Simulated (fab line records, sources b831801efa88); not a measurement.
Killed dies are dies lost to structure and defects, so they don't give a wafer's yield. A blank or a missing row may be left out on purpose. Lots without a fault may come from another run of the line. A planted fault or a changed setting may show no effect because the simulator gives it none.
fab line records | flow gf180mcu
record lots=24 wafers=72 last_day=34
route steps=602 shown HV_LDD@228 CONTACT@302 V2@387 M3@415 V3@444 V4@500
lots that met no fault: from a run of the same line without faults
start_h: hours from the record's first day to the start of the lot's first wafer shown | wait_h: hours since the lot's step before | " the same as in the row above | L1.1+2: a row that stands for several wafers | - no value, or no start given | * or withheld: withheld | < > ~ a bound
route shown NAME@n: a module of which the file shows steps, and the number in the route of the first | usual: mean/standard deviation of fault-free wafers | same: alike in all rows | chamber/n: place in a boat | sites: the reading at each site | _std_site: their standard deviation | _edge_site: outer sites' mean less inner sites' | radius_mm: how far each site lies from the wafer's centre | mask NAME#n: copy n | behind: the tool/chamber that last shaped the wafer | hold: why the lot was held/for how many hours/how that ended | device: the transistor (n, p or np) that didn't switch | end of line: the same wafers' tests at the end of the route | a step without rows: its recipe alone | killed: dies lost to structure and defects at the first sort, not the wafer's yield | map: a wafer's dies, x killed, . not, _ none there
set.NAME: the setting as run; set.NAME@STEP: as run at that earlier step | model.NAME: the simulator's own value behind a step, which no gauge read
steps of the route over a sample of lots; a table a step, a row a wafer
services: from which hour (start_h, from the record's first day; less than 0 if before it) a tool's chamber was out of use, for how many hours, and why
## steps
# step GF_HV_LDD_RTA_52
# recipe temp_c=1000 time_s=10 ambient=N2
# usual lamp_power_pct=38/4.2 wafer_temp_C_max=1005.4/2.7
# columns lot.wafer tool chamber start_h wait_h lamp_power_pct wafer_temp_C_max
L074.2 rtp_anneal-01 0 276.46 0.0 42 1008.5
L074.3 " 0 " " 42 1007.9
L074.6 " 0 " " 42 1006.2
L075.1 rtp_anneal-01 0 280.08 0.0 42 1007.4
L075.5 " 0 " " 42 1007.9
L075.6 " 0 " " 42 1009.4
L076.4 rtp_anneal-01 0 293.35 0.0 42 1006.7
L076.5 " 0 " " 42 1006.6
L076.6 " 0 " " 42 1007.8
L077.1 rtp_anneal-01 0 300.78 0.0 42 1008.1
L077.3 " 0 " " 42 1008.0
L077.5 " 0 " " 42 1008.3
L079.1 rtp_anneal-01 0 311.90 0.0 42 1004.9
L079.2 " 0 " " 42 1007.1
L079.3 " 0 " " 42 1009.5
L078.2 rtp_anneal-02 0 312.29 0.0 33 1002.2
L078.5 " 0 " " 33 1002.5
L078.6 " 0 " " 33 1003.0
L080.2 rtp_anneal-02 0 321.60 0.0 33 1002.0
L080.4 " 0 " " 33 1002.5
L080.5 " 0 " " 33 1002.4
L081.2 rtp_anneal-02 0 330.84 0.0 33 1002.4
L081.3 " 0 " " 33 1002.0
L081.4 " 0 " " 33 1002.2
L082.2 rtp_anneal-01 0 341.79 0.0 42 1007.3
L082.5 " 0 " " 42 1011.0
L082.6 " 0 " " 42 1007.6
L083.1 rtp_anneal-01 0 346.48 0.0 42 1007.1
L083.3 " 0 " " 42 1007.2
L083.6 " 0 " " 42 1008.5
L084.2 rtp_anneal-02 0 353.99 0.0 33 1003.1
L084.3 " 0 " " 33 1002.3
L084.4 " 0 " " 33 1003.5
L085.1 rtp_anneal-02 0 361.63 0.0 33 1002.8
L085.2 " 0 " " 33 1002.9
L085.6 " 0 " " 33 1003.3
L086.1 rtp_anneal-02 0 369.33 0.0 33 1002.8
L086.3 " 0 " " 33 1003.0
L086.6 " 0 " " 33 1002.6
L087.1 rtp_anneal-02 0 376.13 0.0 33 1002.6
L087.2 " 0 " " 33 1002.6
L087.6 " 0 " " 33 1003.1
L088.2 rtp_anneal-02 0 384.24 0.0 33 1002.0
L088.5 " 0 " " 33 1002.8
L088.6 " 0 " " 33 1002.4
L089.3 rtp_anneal-02 0 388.45 0.0 33 1004.1
L089.4 " 0 " " 33 1003.2
L089.6 " 0 " " 33 1003.5
L090.2 rtp_anneal-02 0 399.69 0.0 33 1002.5
L090.3 " 0 " " 33 1003.5
L090.4 " 0 " " 33 1003.1
L091.1 rtp_anneal-01 0 409.45 0.0 42 1007.4
L091.4 " 0 " " 42 1006.1
L091.6 " 0 " " 42 1008.1
L092.1 rtp_anneal-01 0 414.08 0.0 42 1007.1
L092.3 " 0 " " 42 1007.7
L092.6 " 0 " " 42 1007.5
L093.2 rtp_anneal-01 0 421.44 0.0 42 1010.3
L093.5 " 0 " " 42 1010.2
L093.6 " 0 " " 42 1008.8
L094.2 rtp_anneal-02 0 431.74 0.0 33 1002.4
L094.3 " 0 " " 33 1002.4
L094.6 " 0 " " 33 1003.1
L095.2 rtp_anneal-01 0 442.19 0.0 42 1009.7
L095.3 " 0 " " 42 1007.6
L095.4 " 0 " " 42 1006.3
L096.3 rtp_anneal-01 0 447.83 0.0 42 1005.6
L096.4 " 0 " " 42 1006.7
L096.5 " 0 " " 42 1007.8
L097.1 rtp_anneal-01 0 461.07 0.0 42 1013.7
L097.3 " 0 " " 42 1006.6
L097.4 " 0 " " 42 1006.7
# step GF_CONTACT_OVL_MEAS_15
# usual CONTACT_OVL=0/5.9
# columns lot.wafer tool chamber start_h wait_h CONTACT_OVL[nm]
L074.2 overlay-01 - 364.59 0.1 8
L074.3 " - " " 0
L074.6 " - " " 10
L075.1 overlay-02 - 369.48 0.1 4
L075.5 " - " " 5
L075.6 " - " " 2
L076.4 overlay-01 - 385.77 0.1 -9
L076.5 " - " " 1
L076.6 " - " " -9
L077.1 overlay-01 - 392.98 0.1 6
L077.3 " - " " 4
L077.5 " - " " 5
L079.1 overlay-02 - 404.80 0.1 -1
L079.2 " - " " 2
L079.3 " - " " -3
L078.2 overlay-01 - 408.74 0.1 2
L078.5 " - " " 1
L078.6 " - " " 1
L080.2 overlay-01 - 415.59 0.1 -1
L080.4 " - " " 3
L080.5 " - " " -1
L081.2 overlay-02 - 424.80 0.1 3
L081.3 " - " " 5
L081.4 " - " " -1
L082.2 overlay-02 - 437.55 0.1 6
L082.5 " - " " 1
L082.6 " - " " 1
L083.1 overlay-01 - 445.05 0.1 -6
L083.3 " - " " -10
L083.6 " - " " -6
L084.2 overlay-02 - 452.53 0.1 -7
L084.3 " - " " 1
L084.4 " - " " -7
L085.1 overlay-02 - 461.38 0.1 2
L085.2 " - " " 10
L085.6 " - " " 1
L086.1 overlay-02 - 467.98 0.1 -9
L086.3 " - " " -10
L086.6 " - " " -15
L087.1 overlay-02 - 476.13 0.1 -6
L087.2 " - " " -4
L087.6 " - " " -3
L088.2 overlay-01 - 484.95 0.1 2
L088.5 " - " " 11
L088.6 " - " " -4
L089.3 overlay-02 - 491.16 0.1 -11
L089.4 " - " " -7
L089.6 " - " " 0
L090.2 overlay-02 - 501.75 0.1 2
L090.3 " - " " 10
L090.4 " - " " -3
L091.1 overlay-02 - 513.05 0.1 -1
L091.4 " - " " 1
L091.6 " - " " -1
L092.1 overlay-02 - 517.33 0.1 5
L092.3 " - " " 7
L092.6 " - " " 13
L093.2 overlay-02 - 522.68 0.1 12
L093.5 " - " " 14
L093.6 " - " " 1
L094.2 overlay-01 - 533.98 0.1 -8
L094.3 " - " " -5
L094.6 " - " " -4
L095.2 overlay-01 - 542.55 0.1 4
L095.3 " - " " 8
L095.4 " - " " 5
L096.3 overlay-02 - 548.69 0.1 4
L096.4 " - " " 2
L096.5 " - " " 5
L097.1 overlay-02 - 561.28 0.1 -6
L097.3 " - " " -5
L097.4 " - " " -7
# step GF_V2_BOW_MEAS_05
# recipe mode=bow
# usual V2_BOW=99/7
# columns lot.wafer tool chamber start_h wait_h V2_BOW[um]
L074.2 film_metro-02 - 439.16 0.2 110
L074.3 " - " " 103
L074.6 " - " " 98
L075.1 film_metro-01 - 445.41 0.1 99
L075.5 " - " " 95
L075.6 " - " " 98
L076.4 film_metro-02 - 463.26 0.2 94
L076.5 " - " " 90
L076.6 " - " " 92
L077.1 film_metro-01 - 471.18 0.2 85
L077.3 " - " " 107
L077.5 " - " " 91
L079.1 film_metro-02 - 483.14 0.2 92
L079.2 " - " " 93
L079.3 " - " " 97
L078.2 film_metro-01 - 487.26 0.3 106
L078.5 " - " " 99
L078.6 " - " " 103
L080.2 film_metro-04 - 494.30 0.3 94
L080.4 " - " " 103
L080.5 " - " " 93
L081.2 film_metro-02 - 504.30 0.1 94
L081.3 " - " " 99
L081.4 " - " " 101
L082.2 film_metro-02 - 516.82 0.3 99
L082.5 " - " " 94
L082.6 " - " " 103
L083.1 film_metro-04 - 523.76 0.1 106
L083.3 " - " " 112
L083.6 " - " " 105
L084.2 film_metro-01 - 531.34 0.2 94
L084.3 " - " " 99
L084.4 " - " " 105
L085.1 film_metro-02 - 539.42 0.2 95
L085.2 " - " " 117
L085.6 " - " " 106
L086.1 film_metro-02 - 545.90 0.2 99
L086.3 " - " " 104
L086.6 " - " " 93
L087.1 film_metro-01 - 552.55 0.2 108
L087.2 " - " " 105
L087.6 " - " " 95
L088.2 film_metro-04 - 559.48 0.2 86
L088.5 " - " " 82
L088.6 " - " " 99
L089.3 film_metro-02 - 567.52 0.3 117
L089.4 " - " " 105
L089.6 " - " " 108
L090.2 film_metro-01 - 577.76 0.2 96
L090.3 " - " " 101
L090.4 " - " " 99
L091.1 film_metro-02 - 586.49 0.1 106
L091.4 " - " " 87
L091.6 " - " " 99
L092.1 film_metro-02 - 591.64 0.2 88
L092.3 " - " " 100
L092.6 " - " " 105
L093.2 film_metro-02 - 595.99 0.1 93
L093.5 " - " " 99
L093.6 " - " " 100
L094.2 film_metro-01 - 604.48 0.1 96
L094.3 " - " " 99
L094.6 " - " " 98
L095.2 film_metro-04 - 614.32 0.3 113
L095.3 " - " " 98
L095.4 " - " " 101
L096.3 film_metro-04 - 619.12 0.2 94
L096.4 " - " " 94
L096.5 " - " " 102
L097.1 film_metro-01 - 629.62 0.2 108
L097.3 " - " " 99
L097.4 " - " " 110
# step GF_M3_THK_MEAS_06
# recipe thk_meas_gauge=xrf reads=AlCu_of_M3_SPUTTER_02
# usual M3_ALCU_THK=456/7
# columns lot.wafer tool chamber start_h wait_h M3_ALCU_THK[nm]
L074.2 film_metro-01 - 465.90 0.1 450
L074.3 " - " " 449
L074.6 " - " " 467
L075.1 film_metro-03 - 471.54 0.1 458
L075.5 " - " " 454
L075.6 " - " " 459
L076.4 film_metro-01 - 489.90 0.1 459
L076.5 " - " " 453
L076.6 " - " " 461
L077.1 film_metro-03 - 497.61 0.1 454
L077.3 " - " " 452
L077.5 " - " " 460
L079.1 film_metro-01 - 509.09 0.1 446
L079.2 " - " " 449
L079.3 " - " " 438
L078.2 film_metro-02 - 512.99 0.1 461
L078.5 " - " " 460
L078.6 " - " " 454
L080.2 film_metro-03 - 520.81 0.1 455
L080.4 " - " " 475
L080.5 " - " " 458
L081.2 film_metro-03 - 529.94 0.1 464
L081.3 " - " " 458
L081.4 " - " " 464
L082.2 film_metro-02 - 542.27 0.1 463
L082.5 " - " " 462
L082.6 " - " " 453
L083.1 film_metro-02 - 548.76 0.1 451
L083.3 " - " " 452
L083.6 " - " " 454
L084.2 film_metro-01 - 556.64 0.1 459
L084.3 " - " " 458
L084.4 " - " " 449
L085.1 film_metro-01 - 563.84 0.1 443
L085.2 " - " " 443
L085.6 " - " " 451
L086.1 film_metro-02 - 570.88 0.1 462
L086.3 " - " " 457
L086.6 " - " " 462
L087.1 film_metro-01 - 576.41 0.1 449
L087.2 " - " " 448
L087.6 " - " " 449
L088.2 film_metro-02 - 583.07 0.1 459
L088.5 " - " " 459
L088.6 " - " " 451
L089.3 film_metro-03 - 590.93 0.1 463
L089.4 " - " " 457
L089.6 " - " " 454
L090.2 film_metro-01 - 600.77 0.1 459
L090.3 " - " " 459
L090.4 " - " " 454
L091.1 film_metro-03 - 609.60 0.1 465
L091.4 " - " " 466
L091.6 " - " " 467
L092.1 film_metro-03 - 614.79 0.1 460
L092.3 " - " " 467
L092.6 " - " " 474
L093.2 film_metro-02 - 619.06 0.1 468
L093.5 " - " " 465
L093.6 " - " " 454
L094.2 film_metro-03 - 626.92 0.1 449
L094.3 " - " " 459
L094.6 " - " " 460
L095.2 film_metro-01 - 636.57 0.1 458
L095.3 " - " " 452
L095.4 " - " " 462
L096.3 film_metro-03 - 641.00 0.1 449
L096.4 " - " " 453
L096.5 " - " " 463
L097.1 film_metro-01 - 650.82 0.1 449
L097.3 " - " " 465
L097.4 " - " " 446
# step GF_V3_OVL_MEAS_15
# usual V3_OVL=3/5.2
# columns lot.wafer tool chamber start_h wait_h V3_OVL[nm]
L074.2 overlay-01 - 516.63 0.1 3
L074.3 " - " " 2
L074.6 " - " " 3
L075.1 overlay-02 - 521.63 0.1 2
L075.5 " - " " 0
L075.6 " - " " -2
L076.4 overlay-02 - 539.54 0.1 -2
L076.5 " - " " 6
L076.6 " - " " 1
L077.1 overlay-02 - 545.78 0.1 9
L077.3 " - " " 9
L077.5 " - " " 8
L079.1 overlay-02 - 557.28 0.1 0
L079.2 " - " " -1
L079.3 " - " " 1
L078.2 overlay-01 - 560.98 0.1 7
L078.5 " - " " 0
L078.6 " - " " 6
L080.2 overlay-01 - 568.01 0.1 3
L080.4 " - " " 7
L080.5 " - " " 4
L081.2 overlay-01 - 575.91 0.1 2
L081.3 " - " " -6
L081.4 " - " " 4
L082.2 overlay-01 - 587.31 0.1 9
L082.5 " - " " 5
L082.6 " - " " 1
L083.1 overlay-01 - 593.91 0.1 4
L083.3 " - " " 11
L083.6 " - " " 14
L084.2 overlay-01 - 600.88 0.1 3
L084.3 " - " " 0
L084.4 " - " " -5
L085.1 overlay-01 - 608.48 0.1 -2
L085.2 " - " " -1
L085.6 " - " " 0
L086.1 overlay-01 - 614.96 0.1 -4
L086.3 " - " " 0
L086.6 " - " " 6
L087.1 overlay-02 - 620.28 0.1 7
L087.2 " - " " 6
L087.6 " - " " 10
L088.2 overlay-02 - 625.83 0.1 11
L088.5 " - " " 9
L088.6 " - " " 9
L089.3 overlay-01 - 633.02 0.1 -6
L089.4 " - " " 3
L089.6 " - " " -1
L090.2 overlay-02 - 643.28 0.1 10
L090.3 " - " " 2
L090.4 " - " " 5
L091.1 overlay-01 - 649.48 0.1 10
L091.4 " - " " 5
L091.6 " - " " -2
L092.1 overlay-02 - 655.88 0.1 5
L092.3 " - " " 0
L092.6 " - " " -4
L093.2 overlay-01 - 660.06 0.1 13
L093.5 " - " " 7
L093.6 " - " " 6
L094.2 overlay-02 - 667.63 0.1 -1
L094.3 " - " " -7
L094.6 " - " " 8
L095.2 overlay-01 - 676.28 0.1 -3
L095.3 " - " " -1
L095.4 " - " " -1
L096.3 overlay-02 - 681.17 0.1 6
L096.4 " - " " 3
L096.5 " - " " 5
L097.1 overlay-02 - 690.61 0.1 -3
L097.3 " - " " -3
L097.4 " - " " -4
# step GF_V4_RS_MEAS_24
# recipe thk_meas_gauge=four-point-probe reads=W_of_V4_CVD_23+TiN_of_V4_SPUTTER_22+Ti_of_V4_SPUTTER_21
# usual V4_W_RS=0.329/0.0042
# columns lot.wafer tool chamber start_h wait_h V4_W_RS[ohm/sq]
L074.2 film_metro-02 - 566.12 0.1 0.331
L074.3 " - " " 0.326
L074.6 " - " " 0.328
L075.1 film_metro-01 - 570.62 0.1 0.333
L075.5 " - " " 0.322
L075.6 " - " " 0.329
L076.4 film_metro-04 - 588.42 0.1 0.321
L076.5 " - " " 0.330
L076.6 " - " " 0.325
L077.1 film_metro-01 - 593.51 0.1 0.329
L077.3 " - " " 0.326
L077.5 " - " " 0.329
L079.1 film_metro-04 - 604.09 0.1 0.328
L079.2 " - " " 0.321
L079.3 " - " " 0.327
L078.2 film_metro-02 - 608.43 0.1 0.329
L078.5 " - " " 0.329
L078.6 " - " " 0.326
L080.2 film_metro-02 - 614.63 0.1 0.335
L080.4 " - " " 0.328
L080.5 " - " " 0.331
L081.2 film_metro-04 - 621.88 0.1 0.331
L081.3 " - " " 0.330
L081.4 " - " " 0.326
L082.2 film_metro-01 - 632.91 0.1 0.329
L082.5 " - " " 0.331
L082.6 " - " " 0.329
L083.1 film_metro-02 - 638.86 0.1 0.329
L083.3 " - " " 0.329
L083.6 " - " " 0.330
L084.2 film_metro-04 - 645.26 0.1 0.331
L084.3 " - " " 0.330
L084.4 " - " " 0.333
L085.1 film_metro-01 - 651.91 0.2 0.335
L085.2 " - " " 0.333
L085.6 " - " " 0.328
L086.1 film_metro-04 - 659.19 0.1 0.328
L086.3 " - " " 0.328
L086.6 " - " " 0.330
L087.1 film_metro-04 - 664.94 0.1 0.335
L087.2 " - " " 0.334
L087.6 " - " " 0.333
L088.2 film_metro-02 - 669.66 0.1 0.329
L088.5 " - " " 0.330
L088.6 " - " " 0.331
L089.3 film_metro-01 - 675.64 0.1 0.327
L089.4 " - " " 0.327
L089.6 " - " " 0.328
L090.2 film_metro-01 - 685.38 0.1 0.326
L090.3 " - " " 0.327
L090.4 " - " " 0.326
L091.1 film_metro-04 - 691.63 0.1 0.321
L091.4 " - " " 0.326
L091.6 " - " " 0.321
L092.1 film_metro-04 - 698.69 0.1 0.320
L092.3 " - " " 0.325
L092.6 " - " " 0.326
L093.2 film_metro-02 - 703.98 0.1 0.322
L093.5 " - " " 0.320
L093.6 " - " " 0.324
L094.2 film_metro-01 - 708.81 0.1 0.331
L094.3 " - " " 0.330
L094.6 " - " " 0.336
L095.2 film_metro-01 - 718.23 0.1 0.329
L095.3 " - " " 0.330
L095.4 " - " " 0.328
L096.3 film_metro-04 - 722.65 0.1 0.337
L096.4 " - " " 0.338
L096.5 " - " " 0.334
L097.1 film_metro-04 - 730.91 0.1 0.328
L097.3 " - " " 0.329
L097.4 " - " " 0.326
## services
# columns tool chamber start_h hours kind
rtp_anneal-01 - 358.58 47.2 pm
## key
fault none
